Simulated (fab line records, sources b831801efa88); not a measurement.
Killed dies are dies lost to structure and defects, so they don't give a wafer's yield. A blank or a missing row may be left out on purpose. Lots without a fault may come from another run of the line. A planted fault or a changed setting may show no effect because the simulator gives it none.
fab line records | flow gf180mcu
record lots=14 wafers=42 last_day=32
route steps=602 shown VT_IMPLANT@108 V2@386 V3@445 M4@459
lots that met no fault: from a run of the same line without faults
start_h: hours from the record's first day to the start of the lot's first wafer shown | wait_h: hours since the lot's step before | " the same as in the row above | L1.1+2: a row that stands for several wafers | - no value, or no start given | * or withheld: withheld | < > ~ a bound
route shown NAME@n: a module of which the file shows steps, and the number in the route of the first | usual: mean/standard deviation of fault-free wafers | same: alike in all rows | chamber/n: place in a boat | sites: the reading at each site | _std_site: their standard deviation | _edge_site: outer sites' mean less inner sites' | radius_mm: how far each site lies from the wafer's centre | mask NAME#n: copy n | behind: the tool/chamber that last shaped the wafer | hold: why the lot was held/for how many hours/how that ended | device: the transistor (n, p or np) that didn't switch | end of line: the same wafers' tests at the end of the route | a step without rows: its recipe alone | killed: dies lost to structure and defects at the first sort, not the wafer's yield | map: a wafer's dies, x killed, . not, _ none there
set.NAME: the setting as run; set.NAME@STEP: as run at that earlier step | model.NAME: the simulator's own value behind a step, which no gauge read
steps of the route over a sample of lots; a table a step, a row a wafer
services: from which hour (start_h, from the record's first day; less than 0 if before it) a tool's chamber was out of use, for how many hours, and why
## steps
# step GF_VT_IMPLANT_OVL_MEAS_18
# usual VT_IMPLANT_01_OVL=1.4/1.2
# columns lot.wafer tool chamber start_h wait_h VT_IMPLANT_01_OVL[nm]
L374.2 overlay-01 - 127.57 0.1 0.5
L374.4 " - " " 2.6
L374.5 " - " " -1.4
L375.3 overlay-01 - 133.49 0.1 1.7
L375.4 " - " " 3.5
L375.5 " - " " 1.4
L376.2 overlay-02 - 138.02 0.1 3.1
L376.4 " - " " 2.2
L376.6 " - " " 1.9
L377.1 overlay-01 - 149.88 0.1 1.7
L377.4 " - " " 1.2
L377.6 " - " " 2.1
L378.1 overlay-01 - 150.12 0.1 2.0
L378.3 " - " " 0.7
L378.6 " - " " 1.1
L380.2 overlay-01 - 163.42 0.1 0.5
L380.4 " - " " 1.1
L380.5 " - " " 0.2
L382.2 overlay-01 - 176.33 0.1 -0.2
L382.3 " - " " 1.7
L382.6 " - " " -0.6
L383.1 overlay-01 - 183.62 0.1 1.5
L383.3 " - " " 1.8
L383.6 " - " " 2.3
L385.1 overlay-01 - 198.37 0.1 0.7
L385.3 " - " " 0.9
L385.6 " - " " 1.6
L387.1 overlay-02 - 208.32 0.1 0.5
L387.2 " - " " -0.6
L387.3 " - " " 1.8
L388.1 overlay-02 - 214.82 0.1 1.7
L388.2 " - " " 0.1
L388.6 " - " " 2.4
L389.1 overlay-02 - 219.67 0.1 2.2
L389.2 " - " " 1.8
L389.6 " - " " 1.0
L390.1 overlay-01 - 226.67 0.1 1.6
L390.3 " - " " 1.3
L390.5 " - " " 2.0
L391.2 overlay-02 - 229.73 0.1 2.2
L391.3 " - " " -0.1
L391.6 " - " " 0.5
# step GF_V2_CMP_04
# recipe material=SiO2 down_force_psi=4 platen_rpm=60 pad_velocity_m_s=0.94248
# usual head_pressure_psi=4.001/0.0094 motor_current_A=12.3/1 retaining_ring_pressure_frac=0.999/0.0054 time_to_endpoint_s=79/6.5
# columns lot.wafer tool chamber start_h wait_h head_pressure_psi motor_current_A retaining_ring_pressure_frac time_to_endpoint_s
L374.4 cmp-02 2 439.84 0.1 3.999 12.0 0.993 87
L374.2 " 3 " " 3.996 12.2 1.006 78
L374.5 " 0 " " 3.991 10.5 1.001 80
L375.3 cmp-01 2 457.33 0.1 4.001 12.1 0.999 75
L375.4 " 0 " " 4.000 13.4 0.993 83
L375.5 " 1 " " 4.018 11.5 1.000 79
L376.4 cmp-02 0 458.81 0.0 3.997 10.6 0.992 87
L376.2 " 2 " " 4.001 12.4 0.992 84
L376.6 " 1 " " 4.006 13.5 1.003 84
L378.3 cmp-01 1 477.35 0.1 4.002 11.2 0.997 69
L378.1 " 3 " " 3.977 11.2 0.999 70
L378.6 " 0 " " 3.990 13.3 0.995 78
L377.4 cmp-01 1 480.21 0.1 4.006 11.8 1.000 73
L377.1 " 3 " " 3.992 11.1 1.003 67
L377.6 " 0 " " 4.002 14.0 1.001 84
L380.2 cmp-02 3 500.85 0.1 3.997 12.5 0.996 71
L380.4 " 1 " " 4.003 13.5 0.996 82
L380.5 " 3 " " 4.010 12.5 0.994 79
L383.3 cmp-02 2 519.97 0.1 4.004 12.3 1.006 77
L383.1 " 0 " " 3.996 10.2 0.994 78
L383.6 " 2 " " 4.015 11.6 1.009 92
L382.2 cmp-01 2 523.79 0.1 3.994 12.4 1.006 76
L382.3 " 3 " " 4.002 10.8 1.002 81
L382.6 " 2 " " 4.012 12.7 1.001 74
L385.3 cmp-01 3 539.46 0.0 3.995 11.3 0.995 78
L385.1 " 1 " " 4.007 11.8 0.996 76
L385.6 " 0 " " 4.020 14.3 0.988 82
L387.2 cmp-02 2 551.44 0.0 4.001 13.2 0.997 81
L387.1 " 3 " " 3.999 12.7 0.992 72
L387.3 " 1 " " 4.013 13.7 0.992 76
L388.1 cmp-01 1 556.99 0.1 3.990 11.6 1.005 65
L388.2 " 0 " " 3.993 14.2 0.997 76
L388.6 " 2 " " 3.986 12.3 0.996 77
L389.2 cmp-01 0 563.62 0.0 3.991 13.9 1.004 75
L389.1 " 3 " " 3.994 11.2 1.000 74
L389.6 " 0 " " 4.009 13.2 0.999 84
L390.3 cmp-01 1 568.23 0.0 4.032 11.3 1.002 73
L390.1 " 0 " " 3.999 13.8 0.991 77
L390.5 " 1 " " 4.012 11.8 0.998 79
L391.2 cmp-01 3 575.44 0.0 3.998 11.3 0.999 72
L391.3 " 1 " " 3.991 11.8 1.008 70
L391.6 " 3 " " 3.984 10.6 0.993 80
# step GF_V3_ETCH_16
# recipe chemistry=N2/H2 target_depth_a=withheld overetch_a=withheld time_s=withheld target=BARC ion_energy_ev=200 source_w=500 bias_w=100 pressure_mtorr=30 n2_flow_sccm=100 h2_flow_sccm=200
# usual bias_w=100.0/0.33 chamber_pressure_mTorr=29.999/0.028 drypump_motor_current_A=5.8/0.51 oes_product_au=0.855/0.0046 throttle_valve_pct=13.225/0.0099
# columns lot.wafer tool chamber start_h wait_h bias_w chamber_pressure_mTorr drypump_motor_current_A oes_product_au throttle_valve_pct
L374.2 rie_diel-02 3 514.03 0.0 100.0 30.062 5.8 0.865 13.232
L374.4 " 2 " " 99.9 29.993 5.9 0.859 13.238
L374.5 " 3 " " 99.6 30.009 5.8 0.858 13.229
L375.3 rie_diel-01 1 531.18 0.0 100.1 29.988 6.3 0.852 13.227
L375.4 " 3 " " 100.3 29.996 6.5 0.852 13.227
L375.5 " 2 " " 100.7 29.968 6.6 0.853 13.227
L376.2 rie_diel-04 3 532.67 0.0 99.3 30.010 5.3 0.862 13.223
L376.4 " 0 " " 99.8 30.020 5.3 0.861 13.228
L376.6 " 3 " " 99.5 29.990 5.2 0.855 13.223
L378.1 rie_diel-02 3 550.12 0.0 100.1 30.030 5.8 0.851 13.235
L378.3 " 2 " " 100.2 29.993 5.9 0.851 13.223
L378.6 " 0 " " 99.9 29.975 5.7 0.850 13.227
L377.1 rie_diel-04 2 551.54 0.0 100.3 30.023 4.8 0.852 13.209
L377.4 " 0 " " 99.6 29.974 5.2 0.857 13.217
L377.6 " 3 " " 100.3 29.992 5.2 0.858 13.235
L380.2 rie_diel-04 3 571.67 0.0 99.6 29.967 5.2 0.848 13.215
L380.4 " 2 " " 99.8 30.039 4.9 0.856 13.220
L380.5 " 2 " " 99.7 30.035 4.9 0.857 13.234
L383.1 rie_diel-04 2 589.62 0.0 99.8 29.957 4.9 0.859 13.212
L383.3 " 1 " " 100.4 30.025 6.2 0.857 13.223
L383.6 " 2 " " 99.9 29.997 4.9 0.850 13.233
L382.2 rie_diel-02 0 592.22 0.0 100.1 30.039 5.7 0.853 13.218
L382.3 " 3 " " 99.8 30.028 5.8 0.856 13.239
L382.6 " 3 " " 99.7 30.038 5.8 0.865 13.244
L385.1 rie_diel-01 2 608.62 0.0 100.2 30.015 6.6 0.847 13.227
L385.3 " 3 " " 100.4 29.998 6.5 0.847 13.225
L385.6 " 1 " " 99.7 30.008 6.3 0.851 13.211
L387.1 rie_diel-02 1 619.52 0.0 100.2 29.996 6.4 0.858 13.215
L387.2 " 2 " " 100.0 29.997 5.9 0.855 13.204
L387.3 " 3 " " 100.1 29.992 5.8 0.853 13.227
L388.1 rie_diel-01 0 625.34 0.0 99.8 30.017 6.2 0.853 13.233
L388.2 " 1 " " 100.1 29.997 6.3 0.852 13.230
L388.6 " 3 " " 100.7 30.022 6.6 0.851 13.210
L389.1 rie_diel-02 2 630.92 0.0 - - - - -
L389.2 " 3 " " - - - - -
L389.6 " 3 " " - - - - -
L390.1 rie_diel-02 1 634.92 0.0 - - - - -
L390.3 " 0 " " - - - - -
L390.5 " 0 " " - - - - -
L391.2 rie_diel-01 2 642.12 0.0 100.0 30.006 6.6 0.858 13.234
L391.3 " 3 " " 100.2 29.972 6.5 0.852 13.208
L391.6 " 3 " " 100.5 30.011 6.5 0.855 13.226
# step GF_V3_ETCH_17
# recipe chemistry=C4F8/O2/Ar mask_material=KrF target=SiO2 stop_on=TiN source_w=1500 bias_w=1200 pressure_mtorr=40 c4f8_flow_sccm=withheld O2_flow_sccm=6 Ar_flow_sccm=300 time_s=withheld target_depth_a=6350
# usual bias_w=1201/3.6 chamber_pressure_mTorr=39.99/0.043 oes_product_au=0.856/0.0043
# columns lot.wafer tool chamber start_h wait_h bias_w chamber_pressure_mTorr oes_product_au
L374.2 rie_diel-02 3 - - 1195 40.00 0.849
L374.4 " 2 " " 1198 40.00 0.854
L374.5 " 3 " " 1199 40.06 0.856
L375.3 rie_diel-01 1 - - 1197 39.94 0.854
L375.4 " 3 " " 1194 39.92 0.866
L375.5 " 2 " " 1199 40.09 0.856
L376.2 rie_diel-04 3 - - 1202 39.95 0.859
L376.4 " 0 " " 1203 39.90 0.851
L376.6 " 3 " " 1197 40.02 0.855
L378.1 rie_diel-02 3 - - 1200 40.03 0.853
L378.3 " 2 " " 1203 40.04 0.859
L378.6 " 0 " " 1200 39.91 0.854
L377.1 rie_diel-04 2 - - 1200 40.03 0.857
L377.4 " 0 " " 1204 39.94 0.858
L377.6 " 3 " " 1206 39.98 0.858
L380.2 rie_diel-04 3 - - 1197 39.97 0.857
L380.4 " 2 " " 1203 40.02 0.852
L380.5 " 2 " " 1206 39.95 0.861
L383.1 rie_diel-04 2 - - 1208 39.96 0.850
L383.3 " 1 " " 1197 39.99 0.861
L383.6 " 2 " " 1202 39.96 0.860
L382.2 rie_diel-02 0 - - 1198 40.04 0.844
L382.3 " 3 " " 1199 39.95 0.865
L382.6 " 3 " " 1198 39.94 0.854
L385.1 rie_diel-01 2 - - 1197 40.02 0.858
L385.3 " 3 " " 1203 39.99 0.862
L385.6 " 1 " " 1197 40.01 0.858
L387.1 rie_diel-02 1 - - 1196 39.96 0.853
L387.2 " 2 " " 1205 40.00 0.851
L387.3 " 3 " " 1198 40.05 0.853
L388.1 rie_diel-01 0 - - 1201 39.97 0.860
L388.2 " 1 " " 1208 39.95 0.859
L388.6 " 3 " " 1200 40.02 0.858
L389.1 rie_diel-02 2 - - 1199 39.98 0.374
L389.2 " 3 " " 1199 39.99 0.379
L389.6 " 3 " " 1201 40.00 0.377
L390.1 rie_diel-02 1 - - 1197 39.96 0.370
L390.3 " 0 " " 1195 39.92 0.382
L390.5 " 0 " " 1201 39.94 0.375
L391.2 rie_diel-01 2 - - 1203 39.92 0.859
L391.3 " 3 " " 1202 39.94 0.855
L391.6 " 3 " " 1202 40.00 0.858
# step GF_V3_STRIP_18
# recipe chemistry=O2/N2 power_w=1400 pressure_mtorr=1500 platen_temp_c=250 o2_flow_sccm=3000 n2_flow_sccm=300 overash_fraction=0.5
# usual drypump_motor_current_A=5.34/0.3 heater_power_w=357/53 oes_product_au=0.593/0.0051
# columns lot.wafer tool chamber start_h wait_h drypump_motor_current_A heater_power_w oes_product_au rf_hours_counter_h
L374.2 plasma_asher-04 1 514.15 - 4.92 328 0.586 73
L374.4 " 1 " " 4.94 323 0.586 -
L374.5 " 1 " " 4.92 333 0.589 -
L375.3 plasma_asher-04 0 531.34 - 5.52 395 0.595 -
L375.4 " 1 " " 4.93 334 0.592 -
L375.5 " 1 " " 4.92 329 0.590 -
L376.2 plasma_asher-03 1 532.80 - 5.35 327 0.586 41
L376.4 " 1 " " 5.36 324 0.601 -
L376.6 " 0 " " 5.05 442 0.591 -
L378.1 plasma_asher-02 1 550.25 - 5.79 332 0.585 96
L378.3 " 1 " " 5.77 340 0.589 -
L378.6 " 1 " " 5.82 348 0.594 -
L377.1 plasma_asher-02 0 551.67 - 5.67 280 0.589 96
L377.4 " 0 " " 5.67 286 0.591 -
L377.6 " 1 " " 5.76 341 0.584 -
L380.2 plasma_asher-03 0 571.80 - 5.03 434 0.591 45
L380.4 " 0 " " 5.02 429 0.606 -
L380.5 " 0 " " 5.00 444 0.598 -
L383.1 plasma_asher-04 0 589.75 - 5.52 381 0.593 80
L383.3 " 1 " " 4.93 330 0.595 -
L383.6 " 0 " " 5.55 388 0.598 -
L382.2 plasma_asher-02 0 592.35 - 5.66 277 0.597 100
L382.3 " 0 " " 5.66 274 0.592 -
L382.6 " 1 " " 5.83 342 0.585 -
L385.1 plasma_asher-03 0 608.75 - 5.06 433 0.593 48
L385.3 " 0 " " 5.04 436 0.589 -
L385.6 " 0 " " 5.05 448 0.597 -
L387.1 plasma_asher-03 1 619.65 - 5.38 324 0.584 50
L387.2 " 0 " " 5.03 427 0.596 50
L387.3 " 1 " " 5.36 326 0.596 -
L388.1 plasma_asher-03 1 625.47 - 5.36 325 0.588 50
L388.2 " 0 " " 5.07 442 0.593 50
L388.6 " 1 " " 5.36 335 0.589 -
L389.1 plasma_asher-04 1 631.05 - 4.93 321 0.602 84
L389.2 " 0 " " 5.49 386 0.609 84
L389.6 " 0 " " 5.54 392 0.610 -
L390.1 plasma_asher-03 0 635.05 - 5.02 446 0.609 51
L390.3 " 1 " " 5.38 321 0.609 -
L390.5 " 0 " " 5.00 430 0.613 -
L391.2 plasma_asher-04 0 642.25 - 5.56 400 0.591 85
L391.3 " 0 " " 5.53 391 0.588 -
L391.6 " 1 " " 4.93 331 0.589 -
# step GF_M4_SPUTTER_03
# recipe material=Ti target_thk_nm=10 substrate_temp_c=300 chamber_pressure_pa=0.3 power_w=3000 time_s=6.7
# usual throttle_valve_pct=29.6/0.96
# columns lot.wafer tool chamber start_h wait_h throttle_valve_pct
L374.2 pvd_sputter-02 - 515.58 0.0 29.9
L374.4 " - " " 28.4
L374.5 " - " " 29.0
L375.3 pvd_sputter-03 - 532.70 0.0 30.2
L375.4 " - " " 29.0
L375.5 " - " " 28.8
L376.2 pvd_sputter-03 - 534.19 0.0 30.2
L376.4 " - " " 29.0
L376.6 " - " " 30.1
L378.1 pvd_sputter-03 - 551.65 0.0 29.4
L378.3 " - " " 29.9
L378.6 " - " " 29.8
L377.1 pvd_sputter-02 - 553.06 0.0 28.2
L377.4 " - " " 29.7
L377.6 " - " " 28.2
L380.2 pvd_sputter-01 - 573.19 0.0 31.9
L380.4 " - " " 30.4
L380.5 " - " " 29.0
L383.1 pvd_sputter-03 - 591.14 0.0 30.3
L383.3 " - " " 29.0
L383.6 " - " " 30.2
L382.2 pvd_sputter-02 - 593.78 0.0 28.2
L382.3 " - " " 29.0
L382.6 " - " " 29.0
L385.1 pvd_sputter-01 - 610.14 0.0 28.9
L385.3 " - " " 28.6
L385.6 " - " " 28.8
L387.1 pvd_sputter-01 - 621.16 0.0 28.9
L387.2 " - " " 31.8
L387.3 " - " " 29.0
L388.1 pvd_sputter-01 - 626.90 0.0 30.1
L388.2 " - " " 28.6
L388.6 " - " " 32.1
L391.2 pvd_sputter-02 - 643.67 0.0 29.1
L391.3 " - " " 29.9
L391.6 " - " " 29.8
## services
# columns tool chamber start_h hours kind
plasma_asher-03 - 417.15 16.4 repair
rie_diel-02 3 429.46 2.7 repair
rie_diel-04 1 435.56 2.8 repair
cmp-02 - 463.94 9.9 repair
rie_diel-02 2 464.28 1.8 repair
rie_diel-01 1 478.35 13.3 repair
rie_diel-04 2 479.84 4.1 repair
cmp-01 - 485.75 0.5 repair
rie_diel-04 1 500.91 4.5 repair
rie_diel-04 0 502.93 2.5 repair
plasma_asher-04 - 518.75 2.1 repair
rie_diel-01 3 527.19 1.3 repair
plasma_asher-04 - 536.85 2.8 pm
rie_diel-01 - 538.57 0.5 repair
rie_diel-02 0 550.44 5.9 repair
pvd_sputter-02 - 557.11 2.1 repair
cmp-02 - 557.79 5.1 pm
pvd_sputter-01 - 563.85 2.2 repair
cmp-02 - 572.00 4.0 pm
cmp-02 - 597.93 15.6 pm
cmp-02 - 614.78 1.0 repair
rie_diel-01 - 630.71 0.2 repair
rie_diel-04 0 630.93 14.2 repair
cmp-01 - 633.03 0.3 repair
## key
first_sign step=GF_V3_ETCH_16 reading=tool_record direction=missing
effect step=GF_V3_ETCH_17 reading=oes_product_au direction=down sigmas=99+ usual=0.856 struck=0.376
effect step=GF_V3_STRIP_18 reading=oes_product_au direction=up sigmas=3.2 usual=0.593 struck=0.609
met_at GF_V3_ETCH_16
struck_lots L389,L390
later_rows_left_out L389.1,L389.2,L389.6,L390.1,L390.3,L390.5
sort_left_out L389.1,L389.2,L389.6,L390.1,L390.3,L390.5
not_acting_at GF_VT_IMPLANT_OVL_MEAS_18,GF_V2_CMP_04,GF_M4_SPUTTER_03
onset_between 619.52 630.92
fault kind=skipped_step_whole tool=rie_diel-02 chamber=- onset_h=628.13 steps=GF_V3_ETCH_16 scope=struck_lots_only
# sort_left_out: the simulated sort isn't trusted on such a fault, so these wafers' sort isn't shown, and their yield isn't known
# later_rows_left_out: the simulator's readings of these wafers behind a module that went badly wrong aren't trusted and aren't shown, but for the sort
